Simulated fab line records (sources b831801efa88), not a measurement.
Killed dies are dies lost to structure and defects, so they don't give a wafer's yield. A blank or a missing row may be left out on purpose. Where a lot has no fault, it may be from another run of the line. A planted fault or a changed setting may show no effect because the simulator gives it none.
A single fault, viewed from 2 desks	flow gf180mcu	every desk sees just its own numbers, and what lay behind them comes last

== AT THE METROLOGY DESK ==
What the gauges read, lot by lot, whatever tool the lot ran on: means of the sampled wafers that have a number. If a lot's mean is further than 4 standard deviations from the usual mean, the lot is out of limits and carries the mark OUT (the distance appears in the brackets).
Columns: A = cd nm at GF_CONTACT_CD_MEAS_14, usual 219.4 nm; B = M1_ALCU_THK at GF_M1_THK_MEAS_06, usual 448 nm; C = V2_W_RS at GF_V2_RS_MEAS_24, usual 0.329 ohm/sq
lot	first seen here	A	B	C
L296	day 16 05:58	220.1	436	0.329
L297	day 16 12:34	217.0	453	0.318
L298	day 16 22:47	219.8	451	0.327
L299	day 17 07:44	219.4	443	0.328
L300	day 17 14:22	217.4	442	0.333
L304	day 19 08:58	221.1	455	0.326
L305	day 19 16:22	238.7 (+15) OUT	450	0.328
L309	day 21 03:40	238.4 (+15) OUT	444	0.329
L310	day 21 13:53	219.5	447	0.329
L311	day 21 19:09	218.9	444	0.331
L312	day 21 22:56	218.4	444	0.329
L318	day 24 02:44	220.7	450	0.327
Finding of this desk: L305, L309 out of limits; the first was L305 at day 19 16:22, on cd nm at GF_CONTACT_CD_MEAS_14. L296, L297, L298, L299, L300, L304, L310, L311, L312, L318 stayed within limits.

== DESK OF THE TOOL OWNER: krf scanner-01 ==
The tool's own readings at GF_CONTACT_EXPOSE_11 (exposes mask Contact, target cd 220 nm): means of the sampled wafers that have a number, for each lot that ran on this tool. If a lot's mean is further than 4 standard deviations from the usual mean, the lot is out of limits and carries the mark OUT (the distance appears in the brackets).
Columns: A = exposure dose mJ cm2 at GF_CONTACT_EXPOSE_11, usual 38.16; B = reticle temp C at GF_CONTACT_EXPOSE_11, usual 23.01 C
lot	first seen here	A	B
L296	day 15 19:31	38.15	22.90
L297	day 16 01:59	38.18	23.12
L299	day 16 19:49	38.18	22.95
L300	day 17 02:47	38.20	23.02
L304	day 18 21:37	38.16	22.98
L305	day 19 04:25	43.56 (+99 or more) OUT	23.03
L309	day 20 15:31	42.58 (+99 or more) OUT	22.97
Finding of this desk: L305, L309 out of limits; the first was L305 at day 19 04:25, on exposure dose mJ cm2 at GF_CONTACT_EXPOSE_11. L296, L297, L299, L300, L304 stayed within limits.

== BROUGHT TOGETHER ==
The tool owner's desk had the chance to raise an alarm at day 19 04:25 on L305, L309.
Metrology desk: alarm possible at day 19 16:22 on L305, L309.
All the named lots went through GF_CONTACT_EXPOSE_11 on krf scanner-01.

== WHAT THE SIMULATOR HAD PUT IN ==
Drift in process parameters on krf scanner-01 at GF_CONTACT_EXPOSE_11, starting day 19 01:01. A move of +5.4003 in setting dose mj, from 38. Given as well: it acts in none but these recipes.
Shown lots that were struck: L305, L309.
Fault start to first reading out of limits, in hours, per desk: tool owner, 3; metrology, 15.
